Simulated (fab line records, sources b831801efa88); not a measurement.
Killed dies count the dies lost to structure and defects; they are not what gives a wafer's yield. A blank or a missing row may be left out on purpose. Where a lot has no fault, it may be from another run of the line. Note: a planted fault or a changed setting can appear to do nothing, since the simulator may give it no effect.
2 desks looking at one fault || flow sfqLine || what lay behind the numbers comes last; until then each desk has only its own

## METROLOGY DESK
What the gauges read, lot by lot, whatever tool the lot ran on: means of the sampled wafers that have a number. Any lot whose mean is over 4 standard deviations away from the usual mean is out of limits and marked OUT; that distance is given in the brackets.
Columns: A = R5_MONX_RS at SFQ_R5_RS_MEAS_933, usual 7.03 ohm/sq; B = C5_OVL at SFQ_C5_OVL_MEAS_937, usual -2 nm
{"lot": "L465", "first seen here": "day 56 04:30", "A": 6.98, "B": -4}
{"lot": "L466", "first seen here": "day 56 08:10", "A": 7.10, "B": -4}
{"lot": "L468", "first seen here": "day 57 21:26", "A": 7.00, "B": -9}
{"lot": "L469", "first seen here": "day 58 01:02", "A": 6.97, "B": -14}
{"lot": "L470", "first seen here": "day 58 17:51", "A": 6.85, "B": -2}
{"lot": "L471", "first seen here": "day 59 03:41", "A": 7.00, "B": 10}
{"lot": "L472", "first seen here": "day 59 10:39", "A": 6.99, "B": 1}
{"lot": "L479", "first seen here": "day 61 21:07", "A": 7.20, "B": 5}
{"lot": "L483", "first seen here": "day 63 00:21", "A": 7.05, "B": 0}
{"lot": "L484", "first seen here": "day 69 06:14", "A": 7.18, "B": -0}
{"lot": "L485", "first seen here": "day 69 13:53", "A": 7.00, "B": -1}
{"lot": "L486", "first seen here": "day 70 00:14", "A": 6.96, "B": -1}
{"lot": "L487", "first seen here": "day 70 17:18", "A": 7.01, "B": -5}
Finding of this desk: none of the 13 lots has anything out of limits.

## AT THE TOOL OWNER'S DESK: pvdSputter-03
The tool's own readings at SFQ_TRILAYER_R5_DEP_SPUTTER_132 (material Ti, target thk 5 nm, time 5 s): means of the sampled wafers that have a number, for each lot that ran on this tool. Any lot whose mean is over 4 standard deviations away from the usual mean is out of limits and marked OUT; that distance is given in the brackets.
Columns: A = basePressurePa at SFQ_TRILAYER_R5_DEP_SPUTTER_132, usual 1.33e-06 Pa; B = throttleValvePct at SFQ_TRILAYER_R5_DEP_SPUTTER_132, usual 29.4 %
{"lot": "L465", "first seen here": "day 56 04:25", "A": 1.35e-06, "B": 29.4}
{"lot": "L466", "first seen here": "day 56 08:02", "A": 1.28e-06, "B": 29.2}
{"lot": "L469", "first seen here": "day 58 00:56", "A": 1.27e-06, "B": 29.7}
{"lot": "L479", "first seen here": "day 61 21:02", "A": 1.24e-06, "B": 29.3}
{"lot": "L485", "first seen here": "day 69 13:47", "A": 1.34e-06, "B": 29.0}
{"lot": "L487", "first seen here": "day 70 17:13", "A": 1.36e-06, "B": 29.3}
Finding of this desk: none of the 6 lots has anything out of limits.

## ALL TOGETHER
From the metrology desk's view, nothing was out of limits.
The desk of the tool owner found nothing out of limits.

## WHAT THE SIMULATOR HAD INSERTED
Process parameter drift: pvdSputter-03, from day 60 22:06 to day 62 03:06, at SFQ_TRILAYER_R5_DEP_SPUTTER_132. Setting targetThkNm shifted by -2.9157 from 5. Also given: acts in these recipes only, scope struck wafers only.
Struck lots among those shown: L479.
